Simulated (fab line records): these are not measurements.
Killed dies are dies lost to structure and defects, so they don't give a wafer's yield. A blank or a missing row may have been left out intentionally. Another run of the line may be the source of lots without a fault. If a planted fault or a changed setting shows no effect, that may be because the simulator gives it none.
Which tool did it? -- flow sky130 -- 13 lots with 39 wafers sampled at 3 steps, on a route of 708 steps

## WHAT THE GAUGES SHOWED, per wafer
SKY_VIA3_CD_MEAS_12 targets a cd of 200 nm.
lot,measured,on,cdNm (nm)
L304,day 39 19:59,cdSem-01,199.9 199.9 199.3
L307,day 40 18:25,cdSem-01,200.0 199.4 200.0
L309,day 40 19:23,cdSem-02,202.3 200.4 200.4
L308,day 40 21:11,cdSem-02,197.8 197.8 197.3
L312,day 42 05:22,cdSem-02,200.5 200.3 201.3
L313,day 42 04:40,cdSem-01,201.7 200.4 201.2
L315,day 42 05:01,cdSem-02,200.3 202.1 200.6
L314,day 42 16:32,cdSem-02,201.4 200.2 200.6
L320,day 44 05:49,cdSem-02,198.1 198.8 197.4
L323,day 45 13:04,cdSem-02,200.7 200.8 200.2
L324,day 45 17:11,cdSem-01,201.0 201.1 200.6
L326,day 45 21:17,cdSem-01,202.2 201.9 201.1
L327,day 45 23:38,cdSem-02,198.7 199.7 199.7

## WHICH TOOL RAN EACH LOT (tool, then ch and the chambers of the sampled wafers, then the start)
lot,SKY_CAPM_METAL_ETCH_13,SKY_VIA3_HMDS_05
L304,"rieMetal-04 ch 1, day 37 14:55","lithoTrack-01 ch 0, day 39 07:11"
L307,"rieMetal-04 ch 0,1, day 38 14:40","lithoTrack-03 ch 0, day 40 04:37"
L309,"rieMetal-01 ch 0,1, day 38 15:34","lithoTrack-02 ch 0, day 40 05:42"
L308,"rieMetal-04 ch 0,1, day 38 17:37","lithoTrack-01 ch 0, day 40 08:04"
L312,"rieMetal-04 ch 0,1, day 40 01:37","lithoTrack-01 ch 0, day 41 17:32"
L313,"rieMetal-01 ch 0,1, day 40 01:52","lithoTrack-02 ch 0, day 41 16:52"
L315,"rieMetal-03 ch 0, day 40 02:10","lithoTrack-03 ch 0, day 41 17:16"
L314,"rieMetal-01 ch 0,1, day 40 15:16","lithoTrack-02 ch 0, day 42 03:18"
L320,"rieMetal-03 ch 0,1, day 42 06:52","lithoTrack-01 ch 0, day 43 18:50"
L323,"rieMetal-04 ch 0,1, day 43 14:25","lithoTrack-03 ch 0, day 45 01:07"
L324,"rieMetal-03 ch 0,1, day 43 18:22","lithoTrack-01 ch 0, day 45 05:14"
L326,"rieMetal-01 ch 0,1, day 43 23:04","lithoTrack-01 ch 0, day 45 10:34"
L327,"rieMetal-03 ch 0,1, day 44 00:19","lithoTrack-01 ch 0, day 45 13:31"
- SKY_CAPM_METAL_ETCH_13: etches TiN in Cl2/BCl3, stops on SiO2, target depth 220 nm, time 62.9 s.
- SKY_VIA3_HMDS_05: prime time 60 s.

## AS READ BY THE TOOLS THEMSELVES (means over the sampled wafers that have a number; for cases with no such wafer, the mark the record gives instead)
SKY_CAPM_METAL_ETCH_13.
lot,tool,drypumpMotorCurrentA (A),oesProductAu (a.u.),throttleValvePct (%)
L304,rieMetal-04,6.1,0.939,21.906
L307,rieMetal-04,5.8,0.936,21.897
L309,rieMetal-01,5.9,0.939,21.895
L308,rieMetal-04,5.5,0.947,21.905
L312,rieMetal-04,5.8,0.935,21.909
L313,rieMetal-01,5.8,0.941,21.896
L315,rieMetal-03,5.1,0.944,21.902
L314,rieMetal-01,5.8,0.946,21.904
L320,rieMetal-03,5.4,0.939,21.904
L323,rieMetal-04,5.8,0.943,21.899
L324,rieMetal-03,5.4,0.938,21.902
L326,rieMetal-01,5.8,0.940,21.906
L327,rieMetal-03,5.4,0.939,21.895

SKY_VIA3_HMDS_05.
lot,tool,primeTempC (C)
L304,lithoTrack-01,120.04
L307,lithoTrack-03,120.17
L309,lithoTrack-02,119.89
L308,lithoTrack-01,120.06
L312,lithoTrack-01,119.90
L313,lithoTrack-02,119.92
L315,lithoTrack-03,120.02
L314,lithoTrack-02,120.00
L320,lithoTrack-01,120.12
L323,lithoTrack-03,120.00
L324,lithoTrack-01,119.90
L326,lithoTrack-01,113.82
L327,lithoTrack-01,113.79

## THE ANSWER, worked out from the rows above alone
Rule: what is usual is taken from the lots themselves. The widest of any qualifying gaps counts: lots, ordered by their means at a reading, are off when they make up no more than a third of the lots, leave a main group of 4 or more, and stand apart from it by 3 or more times the standard deviation of that group's means. The tables above print the reading to a certain number of digits; a main group whose means all agree to those digits is not used. A lot without any number at a reading at which 4 lots or more have one is off too. Any other lot the step has rows for is counted as sound. First the gauges in route order, then the tools' own readings, where a lot's mean is used as printed above. The first step at which some lot is off is used, and at that step the reading that is off furthest; a lot without a number counts as furthest.
Off, at SKY_VIA3_HMDS_05 on primeTempC: L326, L327. Mean 120.00 C and standard deviation 0.089 in the main group.
If a tool, at that step or one of the process steps before it, ran each lot that is off and ran no sound lot following the first of them, it fits. One fits: SKY_VIA3_HMDS_05 on lithoTrack-01. A fault onset in the window from L324 (day 45 05:14, its last sound lot) to L326 (day 45 10:34, its first lot off) fits.
The tool's own readings at SKY_VIA3_HMDS_05 bear it out: on the lots that are off they differ by more than 5 times the standard deviation of the sound lots' means. primeTempC reads 113.81 C there against 120.00 C on the sound lots.

## WHAT WAS PUT IN BY THE SIMULATOR
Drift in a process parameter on lithoTrack-01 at SKY_VIA3_HMDS_05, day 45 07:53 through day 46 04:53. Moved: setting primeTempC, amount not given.
Struck lots among those shown: L326, L327. Same finding as the rule above.
